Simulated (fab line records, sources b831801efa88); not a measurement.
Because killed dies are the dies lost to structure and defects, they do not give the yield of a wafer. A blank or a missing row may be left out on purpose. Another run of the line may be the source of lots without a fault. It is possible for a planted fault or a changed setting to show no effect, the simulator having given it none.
2 desks, one fault ; flow gf180mcu ; only its own numbers are on each desk; what lay behind them is given at the end

## AT THE METROLOGY DESK
Lot by lot, what the gauges showed, no matter which tool ran the lot: averages of those sampled wafers that carry a number. Marked OUT: a lot whose mean sits more than 4 standard deviations from the usual mean, which makes it out of limits; the brackets give that distance.
Columns: A = NWELL_OVL at GF_NWELL_OVL_MEAS_07, usual 0.3 nm; B = V1_OVL at GF_V1_OVL_MEAS_15, usual 1 nm; C = V1_W_THK at GF_V1_THK_MEAS_25, usual 343 nm
lot;first seen here;A;B;C
L611;day 3 06:46;-0.4;1;345
L612;day 3 12:35;-0.2;-1;334
L613;day 3 17:38;-0.7;-8;350
L618;day 4 22:59;0.3;-5;346
L624;day 6 06:08;2.9;1;345
L625;day 6 11:49;-1.2;7;337
L626;day 6 20:26;0.6;2;348
L628;day 7 05:32;1.5;7;345
L629;day 7 10:20;-1.2;1;342
L630;day 7 15:17;-1.2;5;353
L631;day 7 19:43;0.5;2;345
L632;day 8 01:41;-1.3;6;343
L633;day 8 08:11;-1.0;3;350
This desk's finding: nothing out of limits on any of the 13 lots.

## FOR THE TOOL OWNER'S DESK: rie si-02
The tool's own readings at GF_POLY_GATE_ETCH_13 (etches poly-Si in HBr/Cl2, stops on SiO2, target depth 198.5 nm, time 69.6 s): means of the sampled wafers that have a number, for each lot that ran on this tool. Marked OUT: a lot whose mean sits more than 4 standard deviations from the usual mean, which makes it out of limits; the brackets give that distance.
Columns: A = HBr_flow_sccm at GF_POLY_GATE_ETCH_13, usual 150.0 sccm; B = drypump motor current A at GF_POLY_GATE_ETCH_13, usual 5.8 A; C = he backside leak sccm at GF_POLY_GATE_ETCH_13, usual 2.61 sccm; D = oes product au at GF_POLY_GATE_ETCH_13, usual 0.988 a.u.; E = run length s at GF_POLY_GATE_ETCH_13, usual 98.0 s; F = throttle valve pct at GF_POLY_GATE_ETCH_13, usual 33.685 %
lot;first seen here;A;B;C;D;E;F
L618;day 11 09:56;149.4;5.8;2.58;0.993;99.3;33.678
L626;day 14 00:35;150.0;6.3;2.57;0.996;97.9;33.680
L628;day 14 11:11;150.2;6.0;2.54;1.008;98.2;33.688
L631;day 15 02:29;150.1;5.8;2.52;0.984;98.7;33.691
L632;day 15 08:39;150.1;6.1;2.51;0.992;98.0;33.682
L633;day 15 15:56;149.9;6.0;2.50;0.994;98.0;33.680
This desk's finding: nothing out of limits on any of the 6 lots.

## PUT TOGETHER
From the metrology desk's view, nothing was out of limits.
The tool owner's desk saw nothing out of limits.

## WHAT HAD BEEN PUT IN BY THE SIMULATOR
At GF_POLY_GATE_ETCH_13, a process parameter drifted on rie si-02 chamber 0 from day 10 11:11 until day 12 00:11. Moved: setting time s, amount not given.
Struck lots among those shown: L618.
